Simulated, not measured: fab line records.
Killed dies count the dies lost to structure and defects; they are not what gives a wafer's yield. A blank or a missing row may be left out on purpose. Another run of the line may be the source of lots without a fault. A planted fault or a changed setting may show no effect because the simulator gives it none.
One fault seen from 2 desks -- flow gf180mcu -- numbers are kept per desk, each desk with only its own; the story behind them comes last

== FOR THE TOOL OWNER'S DESK: pecvd-02 ==
The tool's own readings at GF_SAB_CVD_00 (deposits SiO2 from TEOS, target thk 50 nm, time 4.9302 s): means of the sampled wafers that have a number, for each lot that ran on this tool. Any lot whose mean is over 4 standard deviations away from the usual mean is out of limits and marked OUT; that distance is given in the brackets.
Columns: A = heaterPowerOuterW at GF_SAB_CVD_00, usual 374 W; B = heaterPowerW at GF_SAB_CVD_00, usual 653 W
lot,first seen here,A,B
L455,day 14 18:37,404,689
L458,day 15 20:54,332,601
L460,day 17 05:55,363,619
L465,day 18 12:32,325,569
L467,day 19 00:59,350,623
L468,day 19 13:49,342,596
L471,day 20 12:08,410,689
This desk found nothing out of limits on any of the 7 lots.

== FROM THE METROLOGY DESK ==
What the gauges read, lot by lot, whatever tool the lot ran on: means of the sampled wafers that have a number. Any lot whose mean is over 4 standard deviations away from the usual mean is out of limits and marked OUT; that distance is given in the brackets.
Columns: A = HV_LDD_RS at GF_HV_LDD_RS_MEAS_53, usual 417.9 ohm/sq; B = SAB_CVD_00_THK at GF_SAB_THK_MEAS_01, usual 49.9 nm
lot,first seen here,A,B
L454,day 12 10:34,419.4,49.9
L455,day 12 21:13,417.9,50.1
L457,day 13 15:52,416.6,49.9
L458,day 13 22:04,418.3,49.6
L459,day 14 10:08,416.8,49.3
L460,day 15 05:07,417.7,49.7
L461,day 15 05:43,417.5,49.9
L462,day 15 06:19,418.1,50.3
L463,day 15 23:48,416.7,49.7
L465,day 16 11:02,417.3,50.0
L467,day 16 21:35,417.4,39.5 (-17) OUT
L468,day 17 10:07,417.4,45.0 (-8.0) OUT
L471,day 18 07:16,418.9,45.0 (-8.0) OUT
L477,day 20 06:46,418.0,50.6
This desk finds L467, L468, L471 out of limits, with the earliest case on L467 at day 19 01:00 (SAB_CVD_00_THK at GF_SAB_THK_MEAS_01). L454, L455, L457, L458, L459, L460, L461, L462, L463, L465, L477: within limits.

== ALL TOGETHER ==
At day 19 01:00 the metrology desk could have sounded an alarm, on L467, L468, L471.
The desk of the tool owner found nothing out of limits.
Tool owner's desk: L467, L468, L471 on record, inside its limits.
Of the lots named, all ran GF_SAB_CVD_00 on pecvd-02.

== WHAT WAS PUT IN BY THE SIMULATOR ==
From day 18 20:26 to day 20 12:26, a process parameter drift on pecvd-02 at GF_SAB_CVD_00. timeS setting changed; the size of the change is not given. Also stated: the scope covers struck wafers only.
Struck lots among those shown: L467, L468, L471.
Hours from the fault's start to each desk's first reading out of limits: the metrology desk, 5.
